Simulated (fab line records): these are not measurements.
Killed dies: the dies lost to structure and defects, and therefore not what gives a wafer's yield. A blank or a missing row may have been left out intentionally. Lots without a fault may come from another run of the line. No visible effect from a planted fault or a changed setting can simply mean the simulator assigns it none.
fab line records	flow sky130
[record] lots = 13	wafers = 39	last-day = 50
route steps=708 shown SONOS_TUNNEL@165 CONTACT@423 METAL1@436 PAD_OPEN@708
lots that met no fault: taken from a fault-free run of the same line
start-h: the number of hours between the record's first day and the start of the first shown wafer of the lot	wait-h: time in hours since the lot's previous step	" as in the row above	L1.1+2: one row covering several wafers at once	- no value, or no start given	* or withheld: withheld	< > ~ a bound
route shown NAME@n: names a module that has steps shown in the file, with the first one's number in the route	usual: mean and standard deviation over wafers with no fault	same: alike in all rows	chamber/n: place in a boat	sites: the reading at each site	_std_site: standard deviation of those values	_edge_site: the outer-site mean with the inner-site mean subtracted	radius-mm: how far each site lies from the wafer's centre	mask NAME#n: copy n	behind: tool/chamber where the wafer was last shaped	hold: why the lot was held/for how many hours/how that ended	device: the n, p or np transistor that did not switch	end of line: the route-end tests of the same wafers	a step without rows: its recipe alone	killed: at the first sort, the dies lost to defects and structure; wafer yield is something else	map: per-die view of a wafer (x killed, . not killed, _ where there is no die)
set.NAME: the setting that was run; set.NAME@STEP: the one run at that earlier step	model.NAME: the simulator's own value behind a step, which no gauge read
steps of the route over a sample of lots; a table a step, a row a wafer
services: the hour from which a tool's chamber was out of use, counted from the record's first day as start-h (under 0 if before that day), plus the number of hours and why
[[steps]]
[step SKY_SONOS_TUNNEL_STRIP_11]
[recipe] chemistry = SPM	time-s = 600	temp-c = 130
[usual] bath-guard-temp-C = 129.9/0.58	bath-heat-duty-pct = 15.8/1.5	temp-c = 130.00/0.14
lot.wafer	tool	chamber	start-h	wait-h	bath-guard-temp-C	bath-heat-duty-pct	temp-c
L479.1	wet-bench-01	3	247.02	0.0	130.6	16.5	129.69
L479.4	"	3	"	"	130.4	16.2	129.95
L479.5	"	3	"	"	130.3	16.4	129.97
L481.1	wet-bench-03	0	261.96	0.0	130.2	13.6	129.97
L481.5	"	0	"	"	129.8	15.1	130.23
L481.6	"	0	"	"	129.9	14.6	130.21
L482.2	wet-bench-03	1	268.27	0.0	129.5	13.6	129.88
L482.3	"	1	"	"	129.5	14.5	130.00
L482.4	"	1	"	"	129.5	14.2	129.86
L483.2	wet-bench-02	0	274.00	0.0	129.0	18.9	129.96
L483.3	"	0	"	"	129.0	20.1	130.04
L483.5	"	0	"	"	128.8	17.0	130.12
L484.2	wet-bench-02	1	292.90	0.0	129.8	13.5	130.16
L484.3	"	1	"	"	129.3	13.4	130.19
L484.5	"	1	"	"	129.4	15.0	130.28
L489.1	wet-bench-01	0	338.30	0.0	130.9	17.0	130.12
L489.3	"	0	"	"	131.2	18.1	130.23
L489.5	"	0	"	"	131.0	18.5	130.33
L490.3	wet-bench-02	2	339.86	0.0	-	-	-
L490.5	"	2	"	"	-	-	-
L490.6	"	2	"	"	-	-	-
L491.1	wet-bench-03	3	348.41	0.0	-	-	-
L491.2	"	3	"	"	-	-	-
L491.4	"	3	"	"	-	-	-
L492.4	wet-bench-03	3	353.61	0.0	-	-	-
L492.5	"	3	"	"	-	-	-
L492.6	"	3	"	"	-	-	-
L498.1	wet-bench-01	1	407.06	0.0	130.4	14.4	129.73
L498.2	"	1	"	"	130.2	13.0	130.02
L498.5	"	1	"	"	130.0	13.7	129.83
L499.4	wet-bench-03	2	413.53	0.0	129.2	15.2	129.93
L499.5	"	2	"	"	129.5	14.9	129.93
L499.6	"	2	"	"	129.3	15.4	130.07
L500.1	wet-bench-02	3	415.86	0.0	129.9	16.2	130.09
L500.3	"	3	"	"	130.4	16.0	130.15
L500.5	"	3	"	"	130.4	16.4	130.12
L501.2	wet-bench-02	3	422.86	0.0	130.0	15.7	129.99
L501.3	"	3	"	"	129.9	15.5	130.08
L501.6	"	3	"	"	130.3	15.9	130.06
[step SKY_CONTACT_ETCH_17]
[recipe] target = SiO2	chemistry = C4F8/O2/Ar	stop-on = Si3N4	mask-material = KrF-thick	source-w = 1500	bias-w = 1200	pressure-mtorr = 40	c4f8-flow-sccm = withheld	O2_flow_sccm = 6	Ar_flow_sccm = 300	time-s = withheld	target-depth-a = 3400
[usual] chamber-pressure-mTorr = 40.00/0.038	oes-product-au = 0.892/0.0048
lot.wafer	tool	chamber	start-h	wait-h	chamber-pressure-mTorr	oes-product-au
L479.1	rie-diel-02	3	732.07	0.0	39.98	0.891
L479.4	"	1	"	"	40.05	0.890
L479.5	"	0	"	"	39.99	0.891
L481.1	rie-diel-02	3	746.60	0.0	39.97	0.893
L481.5	"	3	"	"	39.98	0.894
L481.6	"	0	"	"	40.01	0.885
L482.2	rie-diel-03	0	756.31	0.0	39.95	0.886
L482.3	"	3	"	"	39.99	0.891
L482.4	"	1	"	"	40.06	0.884
L483.2	rie-diel-02	0	757.27	0.0	39.97	0.888
L483.3	"	2	"	"	40.03	0.884
L483.5	"	2	"	"	39.97	0.894
L484.2	rie-diel-02	3	782.97	0.0	40.04	0.883
L484.3	"	1	"	"	39.97	0.895
L484.5	"	3	"	"	40.01	0.895
L489.1	rie-diel-03	1	824.11	0.0	40.03	0.883
L489.3	"	2	"	"	39.99	0.903
L489.5	"	0	"	"	39.99	0.895
L498.1	rie-diel-02	1	887.51	0.0	40.11	0.895
L498.2	"	2	"	"	40.05	0.898
L498.5	"	2	"	"	39.96	0.896
L499.4	rie-diel-02	1	891.50	0.0	40.00	0.891
L499.5	"	2	"	"	39.89	0.888
L499.6	"	1	"	"	40.04	0.894
L500.1	rie-diel-02	2	892.80	0.0	40.03	0.894
L500.3	"	1	"	"	39.96	0.886
L500.5	"	2	"	"	40.00	0.885
L501.2	rie-diel-02	2	898.31	0.0	39.99	0.893
L501.3	"	3	"	"	40.03	0.896
L501.6	"	3	"	"	40.00	0.895
[step SKY_CONTACT_RS_MEAS_25]
[recipe] thk-meas-gauge = four-point-probe	reads = W_of_CONTACT_CVD_24+TiN_of_CONTACT_SPUTTER_23
[usual] CONTACT_W_RS = 0.335/0.004
lot.wafer	tool	chamber	start-h	wait-h	CONTACT_W_RS[ohm/sq]
L479.1	film-metro-01	-	732.92	0.1	0.337
L479.4	"	-	"	"	0.337
L479.5	"	-	"	"	0.332
L481.1	film-metro-03	-	747.49	0.1	0.339
L481.5	"	-	"	"	0.334
L481.6	"	-	"	"	0.341
L482.2	film-metro-04	-	757.19	0.1	0.338
L482.3	"	-	"	"	0.336
L482.4	"	-	"	"	0.345
L483.2	film-metro-04	-	758.18	0.1	0.333
L483.3	"	-	"	"	0.334
L483.5	"	-	"	"	0.340
L484.2	film-metro-01	-	783.84	0.1	0.340
L484.3	"	-	"	"	0.329
L484.5	"	-	"	"	0.338
L489.1	film-metro-01	-	824.96	0.1	0.339
L489.3	"	-	"	"	0.338
L489.5	"	-	"	"	0.334
L498.1	film-metro-03	-	888.37	0.1	0.335
L498.2	"	-	"	"	0.330
L498.5	"	-	"	"	0.339
L499.4	film-metro-03	-	892.51	0.1	0.333
L499.5	"	-	"	"	0.335
L499.6	"	-	"	"	0.338
L500.1	film-metro-01	-	893.73	0.1	0.331
L500.3	"	-	"	"	0.343
L500.5	"	-	"	"	0.341
L501.2	film-metro-04	-	899.24	0.1	0.337
L501.3	"	-	"	"	0.340
L501.6	"	-	"	"	0.336
[step SKY_METAL1_SPUTTER_02]
[recipe] material = AlCu	target-thk-nm = 250	power-w = 10600	time-s = 13.3	chamber-pressure-pa = 0.4
[usual] throttle-valve-pct = 30.1/0.7
lot.wafer	tool	chamber	start-h	wait-h	throttle-valve-pct
L479.1	pvd-sputter-03	-	733.45	0.0	29.1
L479.4	"	-	"	"	30.4
L479.5	"	-	"	"	29.1
L481.1	pvd-sputter-03	-	748.02	0.0	29.6
L481.5	"	-	"	"	29.7
L481.6	"	-	"	"	30.1
L482.2	pvd-sputter-04	-	757.69	0.0	30.6
L482.3	"	-	"	"	31.0
L482.4	"	-	"	"	29.4
L483.2	pvd-sputter-03	-	758.69	0.0	29.8
L483.3	"	-	"	"	29.0
L483.5	"	-	"	"	30.2
L484.2	pvd-sputter-04	-	784.35	0.0	31.2
L484.3	"	-	"	"	29.5
L484.5	"	-	"	"	31.3
L489.1	pvd-sputter-04	-	825.49	0.0	30.9
L489.3	"	-	"	"	29.7
L489.5	"	-	"	"	31.0
L498.1	pvd-sputter-04	-	888.90	0.0	29.5
L498.2	"	-	"	"	31.0
L498.5	"	-	"	"	30.9
L499.4	pvd-sputter-04	-	892.98	0.0	29.2
L499.5	"	-	"	"	31.1
L499.6	"	-	"	"	29.6
L500.1	pvd-sputter-02	-	894.26	0.0	29.7
L500.3	"	-	"	"	30.3
L500.5	"	-	"	"	30.4
L501.2	pvd-sputter-04	-	899.75	0.0	29.4
L501.3	"	-	"	"	30.6
L501.6	"	-	"	"	30.8
[step SKY_PAD_OPEN_PROBE_99]
[usual] killed_at_M0_to_M3 = 42/6.9	killed_at_M4_up = 3.2/1.7	killed-at-contacts = 23/5.5	killed-at-front-end = 16/4	killed-at-other = 0.4/0.55	killed-dies = 85/9.2	killed-on-rim = 16/3.5	killed-open = 46/6.8	killed-short = 38/6.2
[same] gross-dies = 492	killed-at-back-side = 0
lot.wafer	tool	chamber	start-h	wait-h	killed_at_M0_to_M3	killed_at_M4_up	killed-at-contacts	killed-at-front-end	killed-at-other	killed-dies	killed-on-rim	killed-open	killed-short
L489.1	prober-01	-	1142.73	0.1	33	3	24	20	1	81	18	38	43
L489.3	prober-01	-	1142.83	0.2	37	4	28	11	0	80	11	53	27
L489.5	prober-01	-	1142.93	0.2	46	1	28	23	0	98	26	54	44
L490.3	prober-01	-	1144.66	0.2	48	4	25	415	0	492	96	49	42
L490.5	prober-01	-	1144.76	0.2	36	5	19	432	0	492	96	35	36
L490.6	prober-01	-	1144.81	0.2	43	1	14	434	0	492	96	49	29
L491.1	prober-02	-	1151.43	0.1	31	3	19	438	1	492	96	29	46
L491.2	prober-02	-	1151.48	0.1	31	4	24	433	0	492	96	45	35
L491.4	prober-02	-	1151.58	0.2	38	3	36	415	0	492	96	48	50
L492.4	prober-01	-	1152.51	0.2	36	5	18	433	0	492	96	41	36
L492.5	prober-01	-	1152.56	0.2	27	2	28	434	1	492	96	38	33
L492.6	prober-01	-	1152.61	0.2	46	6	27	413	0	492	96	52	37
// killed by level:class
L489.1 CONTACT:geometric-particle:open=10 VIA1:geometric-particle:open=9 METAL1:geometric-particle:short=7 POLY_GATE:geometric-particle:short=5 LI_CONTACT:geometric-particle:short=5 METAL3:geometric-particle:short=5 FIELD_ISO:geometric-particle:short=4 SPACER:geometric-particle:open=4
L489.3 CONTACT:geometric-particle:open=12 VIA1:geometric-particle:open=11 VIA3:geometric-particle:open=7 LI_CONTACT:geometric-particle:open=6 VIA2:geometric-particle:open=6 POLY_GATE:geometric-particle:open=4 CONTACT:geometric-particle:short=4 METAL4:geometric-particle:short=4
L489.5 VIA1:geometric-particle:open=12 CONTACT:geometric-particle:open=10 FIELD_ISO:geometric-particle:short=7 VIA3:geometric-particle:open=7 POLY_GATE:geometric-particle:open=7 LI_CONTACT:geometric-particle:open=6 CONTACT:geometric-particle:short=6 VIA1:geometric-particle:short=6
L490.3 SONOS_ONO:area-oxidation=401 VIA1:geometric-particle:open=11 VIA2:geometric-particle:open=9 CONTACT:geometric-particle:open=8 METAL2:geometric-particle:short=7 LI_CONTACT:geometric-particle:open=6 VIA1:geometric-particle:short=6 LI_CONTACT:geometric-particle:short=4
L490.5 SONOS_ONO:area-oxidation=421 VIA1:geometric-particle:open=7 VIA3:geometric-particle:open=7 CONTACT:geometric-particle:open=6 VIA3:geometric-particle:short=5 METAL1:geometric-particle:short=5 METAL2:geometric-particle:short=4 CONTACT:geometric-particle:short=4
L490.6 SONOS_ONO:area-oxidation=414 VIA1:geometric-particle:open=12 CONTACT:geometric-particle:open=6 VIA1:geometric-particle:short=6 VIA2:geometric-particle:open=6 VIA3:geometric-particle:open=6 FIELD_ISO:geometric-particle:open=5 POLY_GATE:geometric-particle:open=4
L491.1 SONOS_ONO:area-oxidation=417 VIA1:geometric-particle:short=6 POLY_GATE:geometric-particle:open=5 POLY_GATE:geometric-particle:short=5 VIA2:geometric-particle:short=5 VIA3:geometric-particle:open=5 CONTACT:geometric-particle:open=4 LOCAL_INTERCONNECT:geometric-particle:short=4
L491.2 SONOS_ONO:area-oxidation=412 CONTACT:geometric-particle:open=10 VIA1:geometric-particle:open=10 LI_CONTACT:geometric-particle:open=6 FIELD_ISO:geometric-particle:short=5 VIA1:geometric-particle:short=5 POLY_GATE:geometric-particle:open=5 VIA2:geometric-particle:open=5
L491.4 SONOS_ONO:area-oxidation=394 CONTACT:geometric-particle:open=10 FIELD_ISO:geometric-particle:short=9 LI_CONTACT:geometric-particle:open=9 VIA1:geometric-particle:open=9 METAL1:geometric-particle:short=8 POLY_GATE:geometric-particle:short=7 LI_CONTACT:geometric-particle:short=7
L492.4 SONOS_ONO:area-oxidation=415 VIA3:geometric-particle:open=12 VIA1:geometric-particle:open=7 POLY_GATE:geometric-particle:short=6 POLY_GATE:geometric-particle:open=5 CONTACT:geometric-particle:open=5 VIA2:geometric-particle:open=5 CONTACT:geometric-particle:short=4
L492.5 SONOS_ONO:area-oxidation=420 LI_CONTACT:geometric-particle:open=10 VIA3:geometric-particle:open=7 CONTACT:geometric-particle:open=6 VIA1:geometric-particle:short=5 FIELD_ISO:geometric-particle:short=4 LOCAL_INTERCONNECT:geometric-particle:short=4 CONTACT:geometric-particle:short=4
L492.6 SONOS_ONO:area-oxidation=403 VIA1:geometric-particle:open=11 CONTACT:geometric-particle:open=8 VIA2:geometric-particle:open=7 VIA3:geometric-particle:open=7 CONTACT:geometric-particle:short=6 LI_CONTACT:geometric-particle:open=5 METAL2:geometric-particle:short=5
[[services]]
tool	chamber	start-h	hours	kind
rie-diel-02	3	234.70	6.4	repair
wet-bench-03	-	239.71	2.6	repair
rie-diel-02	3	250.25	4.6	repair
rie-diel-02	0	252.83	2.4	repair
wet-bench-01	-	260.04	61.1	repair
rie-diel-02	1	298.22	1.3	repair
wet-bench-01	-	315.85	3.9	repair
pvd-sputter-03	-	345.47	1.6	repair
wet-bench-03	-	374.61	2.5	repair
wet-bench-01	-	397.78	1.9	pm
rie-diel-02	-	421.81	0.2	repair
rie-diel-02	3	445.05	4.4	repair
pvd-sputter-04	-	471.47	0.7	repair
pvd-sputter-04	-	492.57	5.0	repair
rie-diel-02	-	511.72	0.1	repair
rie-diel-02	1	521.10	7.3	repair
rie-diel-02	0	565.42	3.4	repair
pvd-sputter-04	-	660.46	1.2	repair
rie-diel-02	-	701.76	0.9	repair
wet-bench-03	-	722.29	4.4	pm
wet-bench-02	-	801.39	1.9	pm
rie-diel-02	3	806.79	18.7	repair
rie-diel-02	-	812.75	14.6	pm
pvd-sputter-04	-	847.65	3.6	repair
[[key]]
[first-sign] step = SKY_SONOS_TUNNEL_STRIP_11	reading = tool-record	direction = missing
[effect] step = SKY_PAD_OPEN_PROBE_99	reading = killed-at-front-end	direction = up	sigmas = 99+	usual = 16	struck = 427
[more-kills-born-at] SKY_SONOS_ONO_OXIDATION_00@furnace-01 = 2461	SKY_SONOS_ONO_OXIDATION_00@furnace-02 = 1236
met-at SKY_SONOS_TUNNEL_STRIP_11
struck-lots L490,L491,L492
later-rows-left-out L490.3,L490.5,L490.6,L491.1,L491.2,L491.4,L492.4,L492.5,L492.6
tester-left-out L490,L491,L492
not-acting-at SKY_CONTACT_ETCH_17,SKY_CONTACT_RS_MEAS_25,SKY_METAL1_SPUTTER_02
onset-between 292.90 339.86
[fault] kind = skipped-step-whole	tool = wet-bench-02,wet-bench-03	chamber = -	onset-h = 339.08	steps = SKY_SONOS_TUNNEL_STRIP_11	scope = struck-lots-only
// tester-left-out: of these lots the tester's yield and bins aren't shown, on N5 and GAA mostly nor the transistor test; their killed dies are dies lost to structure and defects alone, not to doping, threshold or leakage, so they don't give the yield
// later-rows-left-out: the simulator's readings of these wafers behind a module that went badly wrong aren't trusted and aren't shown, but for the sort
